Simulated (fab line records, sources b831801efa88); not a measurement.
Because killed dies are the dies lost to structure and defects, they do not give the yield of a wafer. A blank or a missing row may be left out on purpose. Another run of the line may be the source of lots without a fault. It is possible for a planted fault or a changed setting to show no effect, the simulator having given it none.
Matching of chambers | flow gf180mcu | GF_V1_CMP_26 on cmp-01 has 4 sister chambers
The step polishes, stops on SiO2, t overpolish 15 s, target thk 0 nm. 8 wafers are shown with their chamber, then 12 later ones without.

== WAFERS PAIRED WITH THEIR CHAMBERS ==
wafer  | chamber | motor_current_A (A) | head_pressure_psi (psi)
L084.5 | 0       | 12.7                | 3.503
L085.6 | 2       | 10.8                | 3.503
L087.2 | 0       | 11.9                | 3.502
L087.3 | 2       | 11.3                | 3.506
L089.4 | 1       | 11.4                | 3.498
L091.2 | 1       | 10.6                | 3.500
L091.3 | 3       | 10.5                | 3.498
L091.6 | 3       | 10.3                | 3.496

== WAFERS WITHOUT THEIR CHAMBER ==
wafer  | motor_current_A (A) | head_pressure_psi (psi)
L093.1 | 10.3                | 3.499
L093.3 | 12.3                | 3.497
L093.5 | 11.0                | 3.486
L094.2 | 9.9                 | 3.474
L094.5 | 11.5                | 3.509
L094.6 | 10.6                | 3.505
L096.2 | 11.6                | 3.497
L096.4 | 9.8                 | 3.504
L096.6 | 12.0                | 3.503
L097.3 | 10.9                | 3.501
L097.5 | 12.1                | 3.504
L097.6 | 10.2                | 3.506

== WHICH CHAMBER EACH WENT THROUGH ==
wafer  | from the rows above               | in truth
L093.1 | can't be placed: 3 or 1           | 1
L093.3 | can't be placed: 1 or 0 or 3      | 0
L093.5 | can't be placed: 3 or 1           | 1
L094.2 | can't be placed: 3 or 1           | 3
L094.5 | can't be placed: 2 or 0           | 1
L094.6 | 2                                 | 2
L096.2 | can't be placed: 1 or 3           | 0
L096.4 | can't be placed: 2 or 1           | 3
L096.6 | can't be placed: 0 or 2           | 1
L097.3 | can't be placed: 1 or 2 or 3 or 0 | 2
L097.5 | can't be placed: 0 or 2           | 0
L097.6 | 2                                 | 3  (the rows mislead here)
Correctly placed: 1 of 12. Can't be placed from these rows: 10 (the true chamber is among the candidates in 6). 1 placed wrongly.
How it was worked out, from the rows above alone: a wafer's distance from a chamber is the root of the sum, over the readings, of the square of ((its reading less the chamber's mean) divided by the reading's scatter). The wafer belongs to the nearest chamber; if the next one is less than 2 further off, it can't be placed. A chamber's mean is the mean of its shown wafers. How the scatter is found: for the shown wafers, subtract from each reading the mean of its chamber, square and add these, divide the total by (wafers less chambers), then take the root.
